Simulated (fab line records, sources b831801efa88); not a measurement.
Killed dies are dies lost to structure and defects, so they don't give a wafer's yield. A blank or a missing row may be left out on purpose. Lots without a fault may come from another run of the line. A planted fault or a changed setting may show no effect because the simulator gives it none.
Chamber matching | flow gf180mcu | GF_V4_ETCH_16 on rie_diel-02: 4 sister chambers
The step etches BARC in N2/H2. 20 wafers are shown with their chamber, then 10 later ones without.

WAFERS WITH THEIR CHAMBER
wafer  | chamber | drypump_motor_current_A (A) | throttle_valve_pct (%) | oes_product_au (a.u.)
L074.2 | 3       | 6.0                         | 13.222                 | 0.854
L074.4 | 2       | 5.3                         | 13.227                 | 0.854
L074.6 | 1       | 5.4                         | 13.218                 | 0.851
L079.1 | 1       | 5.4                         | 13.218                 | 0.853
L079.2 | 3       | 6.0                         | 13.233                 | 0.859
L079.4 | 3       | 6.0                         | 13.219                 | 0.859
L080.1 | 3       | 6.0                         | 13.221                 | 0.855
L080.2 | 2       | 5.3                         | 13.227                 | 0.846
L080.6 | 1       | 5.4                         | 13.229                 | 0.851
L081.1 | 0       | 4.8                         | 13.232                 | 0.855
L081.2 | 1       | 5.4                         | 13.217                 | 0.863
L081.4 | 2       | 5.3                         | 13.236                 | 0.861
L084.2 | 3       | 6.1                         | 13.221                 | 0.858
L084.4 | 1       | 5.4                         | 13.241                 | 0.851
L084.6 | 1       | 5.4                         | 13.225                 | 0.845
L086.2 | 3       | 6.0                         | 13.212                 | 0.850
L086.5 | 3       | 6.1                         | 13.222                 | 0.850
L086.6 | 0       | 4.8                         | 13.228                 | 0.855
L089.1 | 3       | 6.1                         | 13.227                 | 0.864
L089.4 | 0       | 4.8                         | 13.223                 | 0.861

SIGNATURES (means of the wafers above)
reading                 | chamber 0 | chamber 1 | chamber 2 | chamber 3 | scatter within a chamber
drypump_motor_current_A | 4.800     | 5.400     | 5.300     | 6.037     | 0.0342
throttle_valve_pct      | 13.22767  | 13.22467  | 13.23000  | 13.22213  | 0.007
oes_product_au          | 0.85700   | 0.85233   | 0.85367   | 0.85613   | 0.00544
Rule: a wafer's distance from a chamber is the root of the sum, over the readings, of the square of ((its reading less the chamber's mean) divided by the reading's scatter). The wafer belongs to the nearest chamber; if the next one is less than 2 further off, it can't be placed. The scatter: the root of (the sum of the squares of (reading less its chamber's mean) over the shown wafers, divided by (wafers less chambers)).

WAFERS WITHOUT THEIR CHAMBER
wafer  | drypump_motor_current_A (A) | throttle_valve_pct (%) | oes_product_au (a.u.)
L089.6 | 5.4                         | 13.238                 | 0.856
L092.1 | 6.1                         | 13.225                 | 0.852
L092.3 | 5.4                         | 13.227                 | 0.861
L092.6 | 5.4                         | 13.214                 | 0.853
L094.1 | 5.4                         | 13.225                 | 0.860
L094.3 | 6.1                         | 13.214                 | 0.863
L094.6 | 4.8                         | 13.223                 | 0.868
L097.1 | 4.8                         | 13.212                 | 0.856
L097.4 | 6.1                         | 13.223                 | 0.855
L097.6 | 5.2                         | 13.233                 | 0.858

WHICH CHAMBER EACH WENT THROUGH
wafer  | from the rows above     | in truth
L089.6 | can't be placed: 1 or 2 | 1
L092.1 | 3                       | 3
L092.3 | can't be placed: 1 or 2 | 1
L092.6 | 1                       | 1
L094.1 | can't be placed: 1 or 2 | 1
L094.3 | 3                       | 3
L094.6 | 0                       | 0
L097.1 | 0                       | 0
L097.4 | 3                       | 3
L097.6 | 2                       | 2
Placed correctly: 7 of 10. Can't be placed from these rows: 3 (the true chamber is among the candidates in 3). Placed wrongly: 0.
